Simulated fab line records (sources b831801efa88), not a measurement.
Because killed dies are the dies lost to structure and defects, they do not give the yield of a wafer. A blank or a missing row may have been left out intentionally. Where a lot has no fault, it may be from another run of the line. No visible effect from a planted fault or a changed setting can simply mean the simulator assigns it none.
fab line records	flow sky130
[record] lots = 14	wafers = 42	last-day = 50
route steps=708 shown VIA2@521
lots that met no fault: from a run of the same line without faults
start-h: hours from the record's opening day to when the first of the lot's shown wafers began	wait-h: hours from the lot's prior step to this one	" unchanged from the row above	L1.1+2: a row that stands for several wafers	- either no value or no given start	* or withheld: withheld	< > ~ a bound
route shown NAME@n: NAME is a module with steps in the file, n the number in the route of the first one	usual: mean and standard deviation over wafers with no fault	same: alike in all rows	chamber/n: place in a boat	sites: each site's reading	_std_site: standard deviation across them	_edge_site: mean of outer sites minus mean of inner sites	radius-mm: for every site, how far away it sits from the centre of the wafer	mask NAME#n: copy n	behind: the most recent tool/chamber to have shaped the wafer	hold: why the lot was held/for how many hours/how that ended	device: which transistor (n, p or np) failed to switch	end of line: tests run on the same wafers once the route is complete	a step given without rows: its recipe and nothing more	killed: not the wafer's yield, but the dies lost to structure and defects at the first sort	map: a wafer's dies, marking killed ones x, the rest . and places with no die _
set.NAME: the setting the step ran with; set.NAME@STEP: the setting that earlier step ran with	model.NAME: the simulator's own value behind a step, which no gauge read
one table for each step of the route and one row for each wafer, over a sample of lots
services: when a tool's chamber went out of use (start-h, in hours from the record's first day, below 0 if earlier), for how many hours, and the reason
[[steps]]
[step SKY_VIA2_ETCH_14]
[recipe] chemistry = N2/H2	target = BARC	ion-energy-ev = 200	source-w = 500	bias-w = 100	pressure-mtorr = 30	n2-flow-sccm = 100	h2-flow-sccm = 200	stop-on = SiO2	time-s = 45.9	target-depth-a = 600
[usual] drypump-motor-current-A = 5.7/0.5	oes-product-au = 0.854/0.0047	run-length-s = 74.2/0.45	throttle-valve-pct = 13.224/0.0088
lot.wafer	tool	chamber	start-h	wait-h	drypump-motor-current-A	oes-product-au	rf-hours-counter-h	run-length-s	throttle-valve-pct
L280.1	rie-diel-04	0	860.84	0.0	5.5	0.855	15	74.9	13.227
L280.4	"	2	"	"	5.6	0.860	-	74.5	13.227
L280.5	"	0	"	"	5.5	0.848	-	74.5	13.227
L279.2	rie-diel-03	3	869.82	0.0	5.2	0.861	5	74.3	13.242
L279.5	"	3	"	"	5.2	0.844	-	74.7	13.209
L279.6	"	1	"	"	6.4	0.859	-	74.4	13.226
L281.1	rie-diel-02	0	870.77	0.0	5.5	0.854	8	73.4	13.220
L281.3	"	1	"	"	5.6	0.859	22	75.0	13.227
L281.5	"	3	"	"	5.2	0.858	-	73.5	13.232
L282.2	rie-diel-02	0	879.19	0.0	5.4	0.852	8	73.9	13.223
L282.4	"	2	"	"	6.5	0.857	2	74.1	13.215
L282.6	"	0	"	"	5.5	0.853	-	74.0	13.232
L290.1	rie-diel-04	1	944.17	0.0	5.1	0.857	18	73.8	13.231
L290.2	"	3	"	"	6.6	0.928	29	69.8	13.249
L290.6	"	0	"	"	5.5	0.926	-	70.4	13.220
L291.2	rie-diel-04	0	950.42	0.0	5.5	0.927	18	70.7	13.233
L291.4	"	3	"	"	6.6	0.863	-	74.0	13.218
L291.5	"	0	"	"	5.5	0.855	-	74.7	13.219
L292.1	rie-diel-02	1	957.27	0.0	5.6	0.848	25	75.0	13.229
L292.3	"	0	"	"	5.4	0.856	10	74.0	13.233
L292.5	"	1	"	"	5.6	0.861	-	74.9	13.239
L293.3	rie-diel-02	2	963.47	0.0	6.5	0.852	5	74.1	13.227
L293.4	"	3	"	"	5.2	0.854	8	73.8	13.244
L293.6	"	1	"	"	5.6	0.852	-	75.0	13.226
L294.2	rie-diel-02	1	966.93	0.0	5.6	0.851	25	75.4	13.216
L294.4	"	3	"	"	5.2	0.844	8	73.6	13.213
L294.6	"	2	"	"	6.5	0.854	-	73.8	13.212
L296.3	rie-diel-02	0	993.82	0.0	5.4	0.852	11	73.4	13.222
L296.4	"	1	"	"	5.6	0.859	26	74.7	13.229
L296.5	"	0	"	"	5.4	0.861	-	73.6	13.225
L298.2	rie-diel-03	3	996.03	0.0	5.2	0.856	8	74.3	13.232
L298.3	"	1	"	"	6.4	0.853	15	74.1	13.215
L298.4	"	2	"	"	5.9	0.849	10	73.9	13.219
L299.4	rie-diel-04	3	999.92	0.0	6.5	0.848	31	74.4	13.216
L299.5	"	3	"	"	6.5	0.859	-	74.0	13.218
L299.6	"	2	"	"	5.6	0.860	-	74.3	13.232
L300.1	rie-diel-03	3	1006.38	0.0	5.2	0.858	8	74.4	13.220
L300.4	"	2	"	"	5.9	0.865	10	74.3	13.232
L300.6	"	1	"	"	6.5	0.850	-	74.1	13.236
L301.1	rie-diel-04	1	1011.09	0.0	5.2	0.854	20	74.4	13.215
L301.2	"	3	"	"	6.5	0.861	31	73.7	13.227
L301.4	"	0	"	"	5.5	0.850	20	74.5	13.230
[[services]]
tool	chamber	start-h	hours	kind
rie-diel-04	1	845.43	15.9	repair
rie-diel-02	2	868.05	2.7	repair
rie-diel-02	-	869.02	0.4	repair
rie-diel-03	0	869.24	8.0	repair
rie-diel-04	0	879.29	1.7	repair
rie-diel-03	-	898.13	2.8	pm
rie-diel-04	1	903.32	11.7	repair
rie-diel-04	-	939.67	0.3	repair
rie-diel-04	2	941.71	13.9	repair
rie-diel-02	3	952.31	7.9	repair
[[key]]
[first-sign] step = SKY_VIA2_ETCH_14	reading = oes-product-au	direction = up	sigmas = 15	usual = 0.854	struck = 0.927
[effect] step = SKY_VIA2_ETCH_14	reading = run-length-s	direction = down	sigmas = 8.6	usual = *	struck = *
met-at SKY_VIA2_ETCH_14
struck-lots L290,L291
struck-wafers L290.2,L290.6,L291.2
sort-left-out L290.2,L290.6,L291.2
onset-between 860.84 944.17
[fault] kind = process-parameter-drift	tool = rie-diel-04	chamber = -	onset-h = 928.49	steps = SKY_VIA2_ETCH_14	channel = time-s	offset = *	shape = step	end-h = 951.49	scope = struck-wafers-only	acts-in = *	stated = *
// sort-left-out: the simulated sort isn't trusted on such a fault, so these wafers' sort isn't shown, and their yield isn't known
